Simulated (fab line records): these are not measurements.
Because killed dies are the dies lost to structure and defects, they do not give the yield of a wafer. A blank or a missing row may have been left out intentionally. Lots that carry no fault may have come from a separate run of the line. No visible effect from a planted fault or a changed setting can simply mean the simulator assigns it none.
What tool caused it? / flow sky130 / Sampling: 24 lots, 72 wafers, 5 of 708 route steps

## WHAT THE GAUGES SHOWED, per wafer
SKY_METAL1_THK_MEAS_06: measures by xrf.
lot=L074; measured=day 32 12:06; on=filmMetro-03; METAL1_ALCU_THK (nm)=248.3 245.1 245.1
lot=L075; measured=day 32 22:38; on=filmMetro-01; METAL1_ALCU_THK (nm)=249.3 243.0 245.4
lot=L076; measured=day 33 01:48; on=filmMetro-02; METAL1_ALCU_THK (nm)=249.6 247.2 252.1
lot=L077; measured=day 33 15:21; on=filmMetro-01; METAL1_ALCU_THK (nm)=253.7 256.4 253.0
lot=L078; measured=day 34 00:18; on=filmMetro-03; METAL1_ALCU_THK (nm)=250.8 247.8 249.9
lot=L079; measured=day 34 00:29; on=filmMetro-01; METAL1_ALCU_THK (nm)=250.8 249.2 251.7
lot=L080; measured=day 34 07:41; on=filmMetro-02; METAL1_ALCU_THK (nm)=250.3 253.0 254.4
lot=L081; measured=day 34 23:32; on=filmMetro-02; METAL1_ALCU_THK (nm)=254.0 250.4 251.1
lot=L082; measured=day 35 05:05; on=filmMetro-02; METAL1_ALCU_THK (nm)=250.8 252.5 250.0
lot=L083; measured=day 35 14:03; on=filmMetro-03; METAL1_ALCU_THK (nm)=249.0 248.4 247.5
lot=L084; measured=day 35 18:30; on=filmMetro-01; METAL1_ALCU_THK (nm)=256.9 257.6 257.3
lot=L085; measured=day 36 04:35; on=filmMetro-01; METAL1_ALCU_THK (nm)=249.4 249.3 245.8
lot=L086; measured=day 36 05:36; on=filmMetro-02; METAL1_ALCU_THK (nm)=252.1 252.4 252.7
lot=L087; measured=day 36 14:50; on=filmMetro-01; METAL1_ALCU_THK (nm)=251.3 252.6 250.4
lot=L088; measured=day 37 02:25; on=filmMetro-01; METAL1_ALCU_THK (nm)=249.8 250.3 250.2
lot=L089; measured=day 37 08:18; on=filmMetro-02; METAL1_ALCU_THK (nm)=249.0 248.1 250.4
lot=L090; measured=day 37 22:35; on=filmMetro-01; METAL1_ALCU_THK (nm)=251.5 253.9 250.3
lot=L091; measured=day 38 02:34; on=filmMetro-02; METAL1_ALCU_THK (nm)=247.4 248.3 247.7
lot=L092; measured=day 38 04:10; on=filmMetro-01; METAL1_ALCU_THK (nm)=249.7 252.9 250.5
lot=L093; measured=day 38 09:38; on=filmMetro-02; METAL1_ALCU_THK (nm)=250.1 248.7 250.3
lot=L094; measured=day 38 19:08; on=filmMetro-03; METAL1_ALCU_THK (nm)=243.3 243.0 244.8
lot=L095; measured=day 39 05:32; on=filmMetro-01; METAL1_ALCU_THK (nm)=246.7 243.4 247.4
lot=L096; measured=day 39 06:13; on=filmMetro-02; METAL1_ALCU_THK (nm)=251.5 252.6 246.2
lot=L097; measured=day 39 09:40; on=filmMetro-03; METAL1_ALCU_THK (nm)=250.5 251.4 247.7

SKY_VIA3_THK_MEAS_23: measures by xrf.
lot=L074; measured=day 40 16:54; on=filmMetro-04; VIA3_W_THK (nm)=406 417 413
lot=L075; measured=day 41 03:31; on=filmMetro-03; VIA3_W_THK (nm)=403 403 396
lot=L076; measured=day 41 02:49; on=filmMetro-01; VIA3_W_THK (nm)=405 395 404
lot=L077; measured=day 41 17:01; on=filmMetro-03; VIA3_W_THK (nm)=399 393 395
lot=L078; measured=day 41 23:25; on=filmMetro-04; VIA3_W_THK (nm)=407 416 416
lot=L079; measured=day 42 01:59; on=filmMetro-04; VIA3_W_THK (nm)=408 412 404
lot=L080; measured=day 42 06:15; on=filmMetro-03; VIA3_W_THK (nm)=394 393 388
lot=L081; measured=day 42 21:33; on=filmMetro-04; VIA3_W_THK (nm)=404 402 405
lot=L082; measured=day 43 02:11; on=filmMetro-04; VIA3_W_THK (nm)=421 409 408
lot=L083; measured=day 43 08:32; on=filmMetro-03; VIA3_W_THK (nm)=403 403 406
lot=L084; measured=day 43 15:46; on=filmMetro-04; VIA3_W_THK (nm)=401 399 400
lot=L085; measured=day 43 22:03; on=filmMetro-01; VIA3_W_THK (nm)=399 398 395
lot=L086; measured=day 43 22:23; on=filmMetro-04; VIA3_W_THK (nm)=400 399 400
lot=L087; measured=day 44 08:46; on=filmMetro-04; VIA3_W_THK (nm)=402 403 402
lot=L088; measured=day 44 18:08; on=filmMetro-01; VIA3_W_THK (nm)=398 394 407
lot=L089; measured=day 44 23:04; on=filmMetro-04; VIA3_W_THK (nm)=405 409 411
lot=L090; measured=day 45 09:49; on=filmMetro-03; VIA3_W_THK (nm)=397 390 395
lot=L091; measured=day 45 15:47; on=filmMetro-04; VIA3_W_THK (nm)=397 406 400
lot=L092; measured=day 45 17:06; on=filmMetro-04; VIA3_W_THK (nm)=413 405 410
lot=L093; measured=day 45 20:12; on=filmMetro-04; VIA3_W_THK (nm)=407 395 396
lot=L094; measured=day 46 03:10; on=filmMetro-04; VIA3_W_THK (nm)=401 409 394
lot=L095; measured=day 46 11:58; on=filmMetro-03; VIA3_W_THK (nm)=390 395 391
lot=L096; measured=day 46 12:32; on=filmMetro-04; VIA3_W_THK (nm)=400 408 401
lot=L097; measured=day 46 16:44; on=filmMetro-03; VIA3_W_THK (nm)=392 390 396

SKY_CAP2M_OVL_MEAS_12.
lot=L074; measured=day 41 18:24; on=overlay-01; CAP2M_OVL (nm)=-0.2 1.3 -0.2
lot=L075; measured=day 42 04:37; on=overlay-02; CAP2M_OVL (nm)=-0.1 0.9 2.2
lot=L076; measured=day 42 03:33; on=overlay-02; CAP2M_OVL (nm)=0.7 -0.6 0.4
lot=L077; measured=day 42 18:04; on=overlay-01; CAP2M_OVL (nm)=0.7 2.6 0.7
lot=L078; measured=day 43 00:13; on=overlay-02; CAP2M_OVL (nm)=-0.1 0.0 -0.1
lot=L079; measured=day 43 01:43; on=overlay-02; CAP2M_OVL (nm)=-0.3 1.2 -1.1
lot=L080; measured=day 43 07:05; on=overlay-01; CAP2M_OVL (nm)=0.2 1.2 0.6
lot=L081; measured=day 43 21:44; on=overlay-02; CAP2M_OVL (nm)=3.8 0.8 2.2
lot=L082; measured=day 44 02:18; on=overlay-02; CAP2M_OVL (nm)=0.6 -0.2 -1.3
lot=L083; measured=day 44 08:31; on=overlay-01; CAP2M_OVL (nm)=3.8 2.3 3.3
lot=L084; measured=day 44 15:07; on=overlay-02; CAP2M_OVL (nm)=-0.2 0.7 3.1
lot=L085; measured=day 44 20:46; on=overlay-01; CAP2M_OVL (nm)=-0.7 1.0 -0.7
lot=L086; measured=day 44 21:22; on=overlay-01; CAP2M_OVL (nm)=1.8 1.4 3.4
lot=L087; measured=day 45 08:27; on=overlay-01; CAP2M_OVL (nm)=4.1 2.3 1.7
lot=L088; measured=day 45 17:01; on=overlay-02; CAP2M_OVL (nm)=1.3 -0.1 -0.9
lot=L089; measured=day 45 22:12; on=overlay-02; CAP2M_OVL (nm)=0.6 -0.1 2.0
lot=L090; measured=day 46 08:21; on=overlay-01; CAP2M_OVL (nm)=3.3 1.9 2.5
lot=L091; measured=day 46 14:24; on=overlay-02; CAP2M_OVL (nm)=-0.6 -0.9 0.3
lot=L092; measured=day 46 14:47; on=overlay-01; CAP2M_OVL (nm)=1.4 1.6 0.8
lot=L093; measured=day 46 18:24; on=overlay-01; CAP2M_OVL (nm)=0.3 2.0 0.2
lot=L094; measured=day 47 01:06; on=overlay-02; CAP2M_OVL (nm)=-0.4 0.1 0.4
lot=L095; measured=day 47 08:57; on=overlay-02; CAP2M_OVL (nm)=-0.4 0.2 -0.9
lot=L096; measured=day 47 09:55; on=overlay-02; CAP2M_OVL (nm)=1.2 2.9 -0.1
lot=L097; measured=day 47 14:09; on=overlay-01; CAP2M_OVL (nm)=-1.7 0.4 0.6

## EACH LOT AND THE TOOL THAT RAN IT (in order: tool; ch and the chambers of the sampled wafers; start)
lot=L074; SKY_GATE_OXIDE_STRIP_13=plasmaAsher-01 ch 1, day 14 04:57; SKY_POLY_GATE_ETCH_17=rieSi-02 ch 0,2, day 16 21:29
lot=L075; SKY_GATE_OXIDE_STRIP_13=plasmaAsher-04 ch 0,1, day 14 14:22; SKY_POLY_GATE_ETCH_17=rieSi-01 ch 0,1,2, day 17 12:11
lot=L076; SKY_GATE_OXIDE_STRIP_13=plasmaAsher-04 ch 0, day 14 23:39; SKY_POLY_GATE_ETCH_17=rieSi-01 ch 0,1,2, day 17 15:33
lot=L077; SKY_GATE_OXIDE_STRIP_13=plasmaAsher-04 ch 0,1, day 15 06:26; SKY_POLY_GATE_ETCH_17=rieSi-02 ch 1,2,3, day 17 22:56
lot=L078; SKY_GATE_OXIDE_STRIP_13=plasmaAsher-03 ch 1, day 15 18:31; SKY_POLY_GATE_ETCH_17=rieSi-01 ch 1,2, day 18 10:33
lot=L079; SKY_GATE_OXIDE_STRIP_13=plasmaAsher-04 ch 0,1, day 16 00:48; SKY_POLY_GATE_ETCH_17=rieSi-01 ch 1,2, day 18 15:24
lot=L080; SKY_GATE_OXIDE_STRIP_13=plasmaAsher-04 ch 0,1, day 16 05:34; SKY_POLY_GATE_ETCH_17=rieSi-02 ch 1,2, day 18 23:39
lot=L081; SKY_GATE_OXIDE_STRIP_13=plasmaAsher-04 ch 0,1, day 16 17:29; SKY_POLY_GATE_ETCH_17=rieSi-02 ch 2,3, day 19 16:03
lot=L082; SKY_GATE_OXIDE_STRIP_13=plasmaAsher-01 ch 0,1, day 17 03:29; SKY_POLY_GATE_ETCH_17=rieSi-02 ch 0,1,2, day 19 23:44
lot=L083; SKY_GATE_OXIDE_STRIP_13=plasmaAsher-03 ch 0,1, day 17 08:23; SKY_POLY_GATE_ETCH_17=rieSi-02 ch 1,2,3, day 20 03:26
lot=L084; SKY_GATE_OXIDE_STRIP_13=plasmaAsher-01 ch 0,1, day 17 15:57; SKY_POLY_GATE_ETCH_17=rieSi-01 ch 0,1,3, day 20 12:59
lot=L085; SKY_GATE_OXIDE_STRIP_13=plasmaAsher-03 ch 0,1, day 18 04:26; SKY_POLY_GATE_ETCH_17=rieSi-02 ch 0,1,3, day 21 02:38
lot=L086; SKY_GATE_OXIDE_STRIP_13=plasmaAsher-03 ch 1, day 18 08:29; SKY_POLY_GATE_ETCH_17=rieSi-01 ch 0,1,3, day 21 05:48
lot=L087; SKY_GATE_OXIDE_STRIP_13=plasmaAsher-03 ch 0,1, day 18 20:11; SKY_POLY_GATE_ETCH_17=rieSi-02 ch 0,3, day 21 16:35
lot=L088; SKY_GATE_OXIDE_STRIP_13=plasmaAsher-03 ch 0,1, day 19 08:26; SKY_POLY_GATE_ETCH_17=rieSi-01 ch 1,2,3, day 22 03:23
lot=L089; SKY_GATE_OXIDE_STRIP_13=plasmaAsher-01 ch 0,1, day 19 15:11; SKY_POLY_GATE_ETCH_17=rieSi-02 ch 0,2,3, day 22 10:11
lot=L090; SKY_GATE_OXIDE_STRIP_13=plasmaAsher-03 ch 0,1, day 20 01:37; SKY_POLY_GATE_ETCH_17=rieSi-01 ch 0,1,2, day 23 02:16
lot=L091; SKY_GATE_OXIDE_STRIP_13=plasmaAsher-04 ch 0,1, day 20 05:15; SKY_POLY_GATE_ETCH_17=rieSi-02 ch 0,1,2, day 23 04:20
lot=L092; SKY_GATE_OXIDE_STRIP_13=plasmaAsher-03 ch 0,1, day 20 10:20; SKY_POLY_GATE_ETCH_17=rieSi-01 ch 2,3, day 23 08:02
lot=L093; SKY_GATE_OXIDE_STRIP_13=plasmaAsher-04 ch 0,1, day 20 18:20; SKY_POLY_GATE_ETCH_17=rieSi-02 ch 1,3, day 23 13:15
lot=L094; SKY_GATE_OXIDE_STRIP_13=plasmaAsher-01 ch 0,1, day 21 09:26; SKY_POLY_GATE_ETCH_17=rieSi-01 ch 0,1,2, day 24 04:35
lot=L095; SKY_GATE_OXIDE_STRIP_13=plasmaAsher-04 ch 0,1, day 21 20:25; SKY_POLY_GATE_ETCH_17=rieSi-02 ch 0,2, day 24 15:24
lot=L096; SKY_GATE_OXIDE_STRIP_13=plasmaAsher-01 ch 0,1, day 21 22:59; SKY_POLY_GATE_ETCH_17=rieSi-01 ch 0,1, day 24 17:33
lot=L097; SKY_GATE_OXIDE_STRIP_13=plasmaAsher-03 ch 0,1, day 22 02:03; SKY_POLY_GATE_ETCH_17=rieSi-02 ch 0,2, day 24 20:30
- SKY_GATE_OXIDE_STRIP_13: strips in O2/N2.
- SKY_POLY_GATE_ETCH_17: etches poly-Si in HBr/Cl2, stops on SiO2, target depth 180 nm, time 70.5 s.

## WHAT THE TOOLS THEMSELVES READ (means of the sampled wafers that have a number; where no wafer has one, the mark that the record gives instead)
SKY_GATE_OXIDE_STRIP_13.
lot=L074; tool=plasmaAsher-01; drypumpMotorCurrentA (A)=5.8; oesProductAu (a.u.)=0.716; stripTimeToEndpointS (s)=14.22
lot=L075; tool=plasmaAsher-04; drypumpMotorCurrentA (A)=5.8; oesProductAu (a.u.)=0.718; stripTimeToEndpointS (s)=14.13
lot=L076; tool=plasmaAsher-04; drypumpMotorCurrentA (A)=5.6; oesProductAu (a.u.)=0.715; stripTimeToEndpointS (s)=14.18
lot=L077; tool=plasmaAsher-04; drypumpMotorCurrentA (A)=5.8; oesProductAu (a.u.)=0.718; stripTimeToEndpointS (s)=14.17
lot=L078; tool=plasmaAsher-03; drypumpMotorCurrentA (A)=5.2; oesProductAu (a.u.)=0.714; stripTimeToEndpointS (s)=14.12
lot=L079; tool=plasmaAsher-04; drypumpMotorCurrentA (A)=5.8; oesProductAu (a.u.)=0.720; stripTimeToEndpointS (s)=14.20
lot=L080; tool=plasmaAsher-04; drypumpMotorCurrentA (A)=5.8; oesProductAu (a.u.)=0.717; stripTimeToEndpointS (s)=14.20
lot=L081; tool=plasmaAsher-04; drypumpMotorCurrentA (A)=5.8; oesProductAu (a.u.)=0.714; stripTimeToEndpointS (s)=14.14
lot=L082; tool=plasmaAsher-01; drypumpMotorCurrentA (A)=5.6; oesProductAu (a.u.)=0.719; stripTimeToEndpointS (s)=14.16
lot=L083; tool=plasmaAsher-03; drypumpMotorCurrentA (A)=5.2; oesProductAu (a.u.)=0.716; stripTimeToEndpointS (s)=14.13
lot=L084; tool=plasmaAsher-01; drypumpMotorCurrentA (A)=5.5; oesProductAu (a.u.)=0.716; stripTimeToEndpointS (s)=14.12
lot=L085; tool=plasmaAsher-03; drypumpMotorCurrentA (A)=5.2; oesProductAu (a.u.)=0.717; stripTimeToEndpointS (s)=14.23
lot=L086; tool=plasmaAsher-03; drypumpMotorCurrentA (A)=5.2; oesProductAu (a.u.)=0.714; stripTimeToEndpointS (s)=14.14
lot=L087; tool=plasmaAsher-03; drypumpMotorCurrentA (A)=5.2; oesProductAu (a.u.)=0.719; stripTimeToEndpointS (s)=14.15
lot=L088; tool=plasmaAsher-03; drypumpMotorCurrentA (A)=5.3; oesProductAu (a.u.)=0.713; stripTimeToEndpointS (s)=14.23
lot=L089; tool=plasmaAsher-01; drypumpMotorCurrentA (A)=5.4; oesProductAu (a.u.)=0.716; stripTimeToEndpointS (s)=14.20
lot=L090; tool=plasmaAsher-03; drypumpMotorCurrentA (A)=5.2; oesProductAu (a.u.)=0.718; stripTimeToEndpointS (s)=14.20
lot=L091; tool=plasmaAsher-04; drypumpMotorCurrentA (A)=6.0; oesProductAu (a.u.)=0.716; stripTimeToEndpointS (s)=14.23
lot=L092; tool=plasmaAsher-03; drypumpMotorCurrentA (A)=5.3; oesProductAu (a.u.)=0.714; stripTimeToEndpointS (s)=14.20
lot=L093; tool=plasmaAsher-04; drypumpMotorCurrentA (A)=5.8; oesProductAu (a.u.)=0.714; stripTimeToEndpointS (s)=14.19
lot=L094; tool=plasmaAsher-01; drypumpMotorCurrentA (A)=5.6; oesProductAu (a.u.)=0.716; stripTimeToEndpointS (s)=14.19
lot=L095; tool=plasmaAsher-04; drypumpMotorCurrentA (A)=6.0; oesProductAu (a.u.)=0.718; stripTimeToEndpointS (s)=14.22
lot=L096; tool=plasmaAsher-01; drypumpMotorCurrentA (A)=5.6; oesProductAu (a.u.)=0.712; stripTimeToEndpointS (s)=14.14
lot=L097; tool=plasmaAsher-03; drypumpMotorCurrentA (A)=5.2; oesProductAu (a.u.)=0.713; stripTimeToEndpointS (s)=14.25

SKY_POLY_GATE_ETCH_17.
lot=L074; tool=rieSi-02; HBr_flow_sccm (sccm)=150.1; drypumpMotorCurrentA (A)=6.1; oesProductAu (a.u.)=0.980; throttleValvePct (%)=33.668
lot=L075; tool=rieSi-01; HBr_flow_sccm (sccm)=149.9; drypumpMotorCurrentA (A)=6.2; oesProductAu (a.u.)=0.988; throttleValvePct (%)=33.683
lot=L076; tool=rieSi-01; HBr_flow_sccm (sccm)=149.8; drypumpMotorCurrentA (A)=6.2; oesProductAu (a.u.)=0.983; throttleValvePct (%)=33.679
lot=L077; tool=rieSi-02; HBr_flow_sccm (sccm)=150.6; drypumpMotorCurrentA (A)=5.5; oesProductAu (a.u.)=0.981; throttleValvePct (%)=33.684
lot=L078; tool=rieSi-01; HBr_flow_sccm (sccm)=149.5; drypumpMotorCurrentA (A)=6.1; oesProductAu (a.u.)=0.975; throttleValvePct (%)=33.691
lot=L079; tool=rieSi-01; HBr_flow_sccm (sccm)=150.2; drypumpMotorCurrentA (A)=6.1; oesProductAu (a.u.)=0.988; throttleValvePct (%)=33.691
lot=L080; tool=rieSi-02; HBr_flow_sccm (sccm)=149.7; drypumpMotorCurrentA (A)=5.4; oesProductAu (a.u.)=0.971; throttleValvePct (%)=33.677
lot=L081; tool=rieSi-02; HBr_flow_sccm (sccm)=150.2; drypumpMotorCurrentA (A)=5.7; oesProductAu (a.u.)=0.980; throttleValvePct (%)=33.693
lot=L082; tool=rieSi-02; HBr_flow_sccm (sccm)=150.2; drypumpMotorCurrentA (A)=5.7; oesProductAu (a.u.)=0.981; throttleValvePct (%)=33.673
lot=L083; tool=rieSi-02; HBr_flow_sccm (sccm)=150.0; drypumpMotorCurrentA (A)=5.5; oesProductAu (a.u.)=0.990; throttleValvePct (%)=33.688
lot=L084; tool=rieSi-01; HBr_flow_sccm (sccm)=149.8; drypumpMotorCurrentA (A)=5.9; oesProductAu (a.u.)=0.986; throttleValvePct (%)=33.686
lot=L085; tool=rieSi-02; HBr_flow_sccm (sccm)=150.4; drypumpMotorCurrentA (A)=5.5; oesProductAu (a.u.)=0.982; throttleValvePct (%)=33.691
lot=L086; tool=rieSi-01; HBr_flow_sccm (sccm)=149.9; drypumpMotorCurrentA (A)=5.9; oesProductAu (a.u.)=0.983; throttleValvePct (%)=33.686
lot=L087; tool=rieSi-02; HBr_flow_sccm (sccm)=149.9; drypumpMotorCurrentA (A)=5.8; oesProductAu (a.u.)=0.976; throttleValvePct (%)=33.686
lot=L088; tool=rieSi-01; HBr_flow_sccm (sccm)=150.0; drypumpMotorCurrentA (A)=6.1; oesProductAu (a.u.)=0.989; throttleValvePct (%)=33.690
lot=L089; tool=rieSi-02; HBr_flow_sccm (sccm)=149.9; drypumpMotorCurrentA (A)=5.9; oesProductAu (a.u.)=0.977; throttleValvePct (%)=33.679
lot=L090; tool=rieSi-01; HBr_flow_sccm (sccm)=150.0; drypumpMotorCurrentA (A)=6.2; oesProductAu (a.u.)=0.979; throttleValvePct (%)=33.683
lot=L091; tool=rieSi-02; HBr_flow_sccm (sccm)=149.9; drypumpMotorCurrentA (A)=5.7; oesProductAu (a.u.)=0.986; throttleValvePct (%)=33.686
lot=L092; tool=rieSi-01; HBr_flow_sccm (sccm)=150.0; drypumpMotorCurrentA (A)=6.3; oesProductAu (a.u.)=0.994; throttleValvePct (%)=33.686
lot=L093; tool=rieSi-02; HBr_flow_sccm (sccm)=150.2; drypumpMotorCurrentA (A)=5.3; oesProductAu (a.u.)=0.988; throttleValvePct (%)=33.681
lot=L094; tool=rieSi-01; HBr_flow_sccm (sccm)=149.5; drypumpMotorCurrentA (A)=6.2; oesProductAu (a.u.)=0.986; throttleValvePct (%)=33.692
lot=L095; tool=rieSi-02; HBr_flow_sccm (sccm)=149.9; drypumpMotorCurrentA (A)=6.1; oesProductAu (a.u.)=0.980; throttleValvePct (%)=33.675
lot=L096; tool=rieSi-01; HBr_flow_sccm (sccm)=150.2; drypumpMotorCurrentA (A)=6.0; oesProductAu (a.u.)=0.983; throttleValvePct (%)=33.689
lot=L097; tool=rieSi-02; HBr_flow_sccm (sccm)=149.8; drypumpMotorCurrentA (A)=6.1; oesProductAu (a.u.)=0.974; throttleValvePct (%)=33.683

## THE ANSWER, worked out from the rows above alone
Rule: the usual values come from the lots themselves. Put in order of their means at a reading, lots are off if they are a third of the lots or fewer, leave a main group of 4 or more, and stand apart from it by a gap of 3 or more times the standard deviation of the main group's means; of several such gaps the widest counts. The tables above print the reading to a certain number of digits; a main group whose means all agree to those digits is not used. A lot without any number at a reading at which 4 lots or more have one is off too. Any other lot the step has rows for is counted as sound. The gauges are gone through in route order, then the tools' own readings, and for those a lot's mean is taken as printed above. At the first step where some lot is off, the reading lying furthest off is the one used; lots without a number count as furthest.
No lot is off on any of the readings shown, so nothing can be concluded from this.

## WHAT HAD BEEN PUT IN BY THE SIMULATOR
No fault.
